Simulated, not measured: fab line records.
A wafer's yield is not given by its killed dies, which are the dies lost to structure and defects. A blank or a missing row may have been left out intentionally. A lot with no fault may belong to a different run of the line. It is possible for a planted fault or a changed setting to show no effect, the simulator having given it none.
Which of the tools did it? / flow sky130 / 10 lots with 30 wafers sampled at 5 steps, on a route of 708 steps

## WHAT THE GAUGES READ, wafer by wafer
SKY_CONTACT_CD_MEAS_14 targets a cd of 170 nm. Usual: cd nm 169.3 nm, standard deviation 1.6.
lot=L920; measured=day 31 11:44; on=cd sem-02; cd nm (nm)=169.9 170.9 169.6; flag=
lot=L923; measured=day 32 16:50; on=cd sem-02; cd nm (nm)=167.2 166.7 166.9; flag=
lot=L926; measured=day 34 02:43; on=cd sem-01; cd nm (nm)=168.5 167.8 166.7; flag=
lot=L929; measured=day 34 15:16; on=cd sem-02; cd nm (nm)=169.8 170.4 169.3; flag=
lot=L930; measured=day 34 22:49; on=cd sem-01; cd nm (nm)=169.7 170.1 169.3; flag=
lot=L934; measured=day 36 13:46; on=cd sem-01; cd nm (nm)=168.8 170.1 169.5; flag=
lot=L936; measured=day 36 21:59; on=cd sem-01; cd nm (nm)=170.8 171.3 170.0; flag=
lot=L937; measured=day 37 02:04; on=cd sem-01; cd nm (nm)=166.8 168.4 169.0; flag=
lot=L939; measured=day 37 22:22; on=cd sem-01; cd nm (nm)=168.1 168.1 170.3; flag=
lot=L942; measured=day 39 09:07; on=cd sem-02; cd nm (nm)=170.2 169.1 170.3; flag=

SKY_METAL1_RS_MEAS_05: the measuring method here is four-point-probe. Usual: METAL1_ALCU_RS typically reads 0.1268 ohm/sq, with standard deviation 0.0013.
lot=L920; measured=day 31 13:56; on=film metro-03; METAL1_ALCU_RS (ohm/sq)=0.1264 0.1259 0.1270; flag=
lot=L923; measured=day 32 18:34; on=film metro-03; METAL1_ALCU_RS (ohm/sq)=0.1273 0.1292 0.1275; flag=
lot=L926; measured=day 34 04:24; on=film metro-02; METAL1_ALCU_RS (ohm/sq)=0.1283 0.1253 0.1251; flag=
lot=L929; measured=day 34 17:00; on=film metro-02; METAL1_ALCU_RS (ohm/sq)=0.1275 0.1279 0.1265; flag=
lot=L930; measured=day 35 00:35; on=film metro-02; METAL1_ALCU_RS (ohm/sq)=0.1296 0.1277 0.1285; flag=
lot=L934; measured=day 36 15:28; on=film metro-02; METAL1_ALCU_RS (ohm/sq)=0.1287 0.1288 0.1286; flag=
lot=L936; measured=day 36 23:44; on=film metro-02; METAL1_ALCU_RS (ohm/sq)=0.1251 0.1777 0.1252; flag=OFF
lot=L937; measured=day 37 03:47; on=film metro-03; METAL1_ALCU_RS (ohm/sq)=0.1261 0.1271 0.1270; flag=
lot=L939; measured=day 38 00:02; on=film metro-02; METAL1_ALCU_RS (ohm/sq)=0.1255 0.1262 0.1237; flag=
lot=L942; measured=day 39 10:47; on=film metro-02; METAL1_ALCU_RS (ohm/sq)=0.1286 0.1271 0.1266; flag=

SKY_METAL1_THK_MEAS_06: measures by xrf. Usual: METAL1_ALCU_THK typically reads 251.7 nm, with standard deviation 2.6.
lot=L920; measured=day 31 14:03; on=film metro-03; METAL1_ALCU_THK (nm)=251.5 255.2 251.5; flag=
lot=L923; measured=day 32 18:40; on=film metro-03; METAL1_ALCU_THK (nm)=251.3 246.3 251.6; flag=
lot=L926; measured=day 34 04:31; on=film metro-02; METAL1_ALCU_THK (nm)=250.1 254.5 255.8; flag=
lot=L929; measured=day 34 17:07; on=film metro-02; METAL1_ALCU_THK (nm)=249.6 249.7 251.3; flag=
lot=L930; measured=day 35 00:43; on=film metro-02; METAL1_ALCU_THK (nm)=248.6 253.4 249.1; flag=
lot=L934; measured=day 36 15:35; on=film metro-02; METAL1_ALCU_THK (nm)=250.0 249.4 251.2; flag=
lot=L936; measured=day 36 23:51; on=film metro-02; METAL1_ALCU_THK (nm)=256.6 183.1 256.4; flag=OFF
lot=L937; measured=day 37 03:54; on=film metro-03; METAL1_ALCU_THK (nm)=251.8 251.5 247.7; flag=
lot=L939; measured=day 38 00:10; on=film metro-02; METAL1_ALCU_THK (nm)=253.5 253.6 258.6; flag=
lot=L942; measured=day 39 10:55; on=film metro-02; METAL1_ALCU_THK (nm)=251.0 253.6 254.2; flag=

SKY_METAL1_CD_MEAS_15 targets a cd of 140 nm. Usual: cd nm 140.2 nm, standard deviation 1.4.
lot=L920; measured=day 32 18:17; on=cd sem-01; cd nm (nm)=142.9 141.7 142.4; flag=
lot=L923; measured=day 33 20:50; on=cd sem-01; cd nm (nm)=140.6 140.8 141.7; flag=
lot=L926; measured=day 35 07:01; on=cd sem-02; cd nm (nm)=139.3 139.5 140.0; flag=
lot=L929; measured=day 35 19:28; on=cd sem-02; cd nm (nm)=138.9 138.6 139.5; flag=
lot=L930; measured=day 36 02:49; on=cd sem-01; cd nm (nm)=139.2 141.2 140.9; flag=
lot=L934; measured=day 37 16:53; on=cd sem-01; cd nm (nm)=141.1 141.4 141.7; flag=
lot=L936; measured=day 38 02:05; on=cd sem-01; cd nm (nm)=139.8 140.5 139.0; flag=
lot=L937; measured=day 38 05:46; on=cd sem-02; cd nm (nm)=135.9 138.8 138.6; flag=
lot=L939; measured=day 39 01:46; on=cd sem-01; cd nm (nm)=140.8 142.5 142.6; flag=
lot=L942; measured=day 40 11:49; on=cd sem-02; cd nm (nm)=141.7 141.8 141.0; flag=

## WHICH TOOL RAN EACH LOT (tool, then ch and the chambers of the sampled wafers, then the start)
lot=L920; SKY_METAL1_SPUTTER_02=pvd sputter-04, day 31 13:50
lot=L923; SKY_METAL1_SPUTTER_02=pvd sputter-03, day 32 18:27
lot=L926; SKY_METAL1_SPUTTER_02=pvd sputter-03, day 34 04:18
lot=L929; SKY_METAL1_SPUTTER_02=pvd sputter-04, day 34 16:55
lot=L930; SKY_METAL1_SPUTTER_02=pvd sputter-03, day 35 00:29
lot=L934; SKY_METAL1_SPUTTER_02=pvd sputter-02, day 36 15:22
lot=L936; SKY_METAL1_SPUTTER_02=pvd sputter-03, day 36 23:38
lot=L937; SKY_METAL1_SPUTTER_02=pvd sputter-04, day 37 03:41
lot=L939; SKY_METAL1_SPUTTER_02=pvd sputter-02, day 37 23:57
lot=L942; SKY_METAL1_SPUTTER_02=pvd sputter-02, day 39 10:42
- SKY_METAL1_SPUTTER_02: material AlCu, target thk 250 nm, time 13.3 s.

## WHAT THE TOOLS THEMSELVES READ (means of the sampled wafers that have a number; where no wafer has one, the mark that the record gives instead)
SKY_METAL1_SPUTTER_02. Usual: chamber pressure pa 0.4000 Pa, standard deviation 0.00073; throttle valve pct 29.6 %, standard deviation 1.
lot=L920; tool=pvd sputter-04; chamber pressure pa (Pa)=0.4000; throttle valve pct (%)=30.7; flag=
lot=L923; tool=pvd sputter-03; chamber pressure pa (Pa)=0.3996; throttle valve pct (%)=29.7; flag=
lot=L926; tool=pvd sputter-03; chamber pressure pa (Pa)=0.4003; throttle valve pct (%)=30.4; flag=
lot=L929; tool=pvd sputter-04; chamber pressure pa (Pa)=0.3998; throttle valve pct (%)=30.5; flag=
lot=L930; tool=pvd sputter-03; chamber pressure pa (Pa)=0.3999; throttle valve pct (%)=29.8; flag=
lot=L934; tool=pvd sputter-02; chamber pressure pa (Pa)=0.3998; throttle valve pct (%)=28.5; flag=
lot=L936; tool=pvd sputter-03; chamber pressure pa (Pa)=0.3988; throttle valve pct (%)=30.4; flag=
lot=L937; tool=pvd sputter-04; chamber pressure pa (Pa)=0.4002; throttle valve pct (%)=29.8; flag=
lot=L939; tool=pvd sputter-02; chamber pressure pa (Pa)=0.3996; throttle valve pct (%)=28.8; flag=
lot=L942; tool=pvd sputter-02; chamber pressure pa (Pa)=0.3993; throttle valve pct (%)=28.5; flag=

## THE ANSWER, worked out from the rows above alone
Rule: a lot counts as off when the mean over its wafers that have a number is more than 3 standard deviations away from the usual mean. Also off: a lot with no number at a reading for which 4 or more lots have one. Any other lot the step has rows for is counted as sound. First the gauges in route order, then the tools' own readings, where a lot's mean is used as printed above. The first step at which some lot is off is used, and at that step the reading that is off furthest; a lot without a number counts as furthest.
Off: L936, seen at SKY_METAL1_RS_MEAS_05 (METAL1_ALCU_RS).
A tool fits if, at a process step before that reading, it ran every lot that is off, and no sound lot after the first of them. Those tools and the gauges at SKY_METAL1_RS_MEAS_05 are tried in the same way. One fits: SKY_METAL1_SPUTTER_02 on pvd sputter-03. A fault onset in the window from L930 (day 35 00:29, its last sound lot) to L936 (day 36 23:38, its first lot off) fits.

## WHAT HAD BEEN PUT IN BY THE SIMULATOR
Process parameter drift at SKY_METAL1_SPUTTER_02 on pvd sputter-03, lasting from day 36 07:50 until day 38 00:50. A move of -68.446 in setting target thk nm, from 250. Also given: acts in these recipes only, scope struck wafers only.
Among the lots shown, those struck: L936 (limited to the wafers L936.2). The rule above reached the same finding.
